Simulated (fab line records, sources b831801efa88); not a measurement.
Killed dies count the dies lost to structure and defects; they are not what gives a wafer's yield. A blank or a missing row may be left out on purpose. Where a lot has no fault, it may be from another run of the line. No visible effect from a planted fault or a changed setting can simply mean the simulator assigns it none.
Matching of chambers    flow gf180mcu    GF_V3_CVD_02 on pecvd-01 has 3 sister chambers
The step deposits SiO2 from TEOS, target thk 850 nm, time 94.851 s. 16 wafers are shown with their chamber, then 8 later ones without.

EACH WAFER AND ITS CHAMBER
wafer   chamber  heaterPowerW (W)
L076.1  2        719
L076.2  1        699
L076.4  0        662
L075.1  2        711
L075.2  1        728
L075.5  1        759
L079.1  0        715
L079.3  1        635
L079.6  0        578
L081.3  2        638
L081.4  2        680
L081.6  0        704
L087.2  2        745
L087.3  1        759
L087.6  0        664
L089.1  2        722

SIGNATURES (means of the wafers above)
reading       chamber 0  chamber 1  chamber 2  scatter within a chamber
heaterPowerW  664.60     716.00     702.50     47.6
Rule: for each reading, subtract the chamber's mean from the wafer's reading, divide by that reading's scatter and square the result; add these up over the readings and take the root, which gives the wafer's distance from the chamber. If the next closest chamber is less than 2 further off than the closest, the wafer can't be placed; otherwise it belongs to the closest. The scatter: take each reading less its chamber's mean, square it, sum over the shown wafers, divide by the number of wafers less the number of chambers, and take the root.

WAFERS MISSING THEIR CHAMBER
wafer   heaterPowerW (W)
L089.4  691
L089.5  753
L090.2  687
L090.3  752
L090.4  681
L094.2  698
L094.4  728
L094.6  631

EACH ONE'S CHAMBER
wafer   from the rows above           in truth
L089.4  can't be placed: 2 or 1 or 0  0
L089.5  can't be placed: 1 or 2 or 0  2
L090.2  can't be placed: 2 or 0 or 1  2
L090.3  can't be placed: 1 or 2 or 0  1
L090.4  can't be placed: 0 or 2 or 1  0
L094.2  can't be placed: 2 or 1 or 0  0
L094.4  can't be placed: 1 or 2 or 0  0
L094.6  can't be placed: 0 or 2 or 1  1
0 of 8 placed correctly. From these rows, 8 cannot be placed; in 8 the true chamber is one of the candidates. Wrongly placed: 0.
